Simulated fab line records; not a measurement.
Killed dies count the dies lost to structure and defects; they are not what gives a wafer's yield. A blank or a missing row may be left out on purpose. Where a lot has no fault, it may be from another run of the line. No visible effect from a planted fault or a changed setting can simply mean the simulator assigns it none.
Which of the tools did it? / flow gf180mcu / at 1 step of a route of 602, 6 lots with 18 wafers sampled

== WHAT THE GAUGES READ, wafer by wafer ==
GF_V4_CD_MEAS_14: target cd 260 nm.
lot=L173; measured=day 25 02:25; on=cdSem-01; cdNm (nm)=258.2 260.6 259.9
lot=L176; measured=day 26 10:17; on=cdSem-02; cdNm (nm)=260.6 261.6 260.6
lot=L179; measured=day 26 21:56; on=cdSem-01; cdNm (nm)=260.3 259.2 259.4
lot=L182; measured=day 28 05:50; on=cdSem-01; cdNm (nm)=260.3 258.4 259.1
lot=L187; measured=day 29 11:20; on=cdSem-02; cdNm (nm)=261.4 259.9 261.3
lot=L191; measured=day 30 13:41; on=cdSem-01; cdNm (nm)=261.0 261.3 260.9

== WHAT TOOL EACH LOT RAN ON (gives the tool, then ch and the chambers of the sampled wafers, and finally the start) ==
The record holds no process step before these readings.

== THE ANSWER, worked out from the rows above alone ==
Rule: the usual values come from the lots themselves. The widest of any qualifying gaps counts: lots, ordered by their means at a reading, are off when they make up no more than a third of the lots, leave a main group of 4 or more, and stand apart from it by 3 or more times the standard deviation of that group's means. The tables above print the reading to a certain number of digits; a main group whose means all agree to those digits is not used. Also off: a lot with no number at a reading for which 4 or more lots have one. Where the step has rows for the other lots, those lots are counted as sound.
None of the lots is off at any reading shown; this tells nothing.

== WHAT THE SIMULATOR HAD PUT IN ==
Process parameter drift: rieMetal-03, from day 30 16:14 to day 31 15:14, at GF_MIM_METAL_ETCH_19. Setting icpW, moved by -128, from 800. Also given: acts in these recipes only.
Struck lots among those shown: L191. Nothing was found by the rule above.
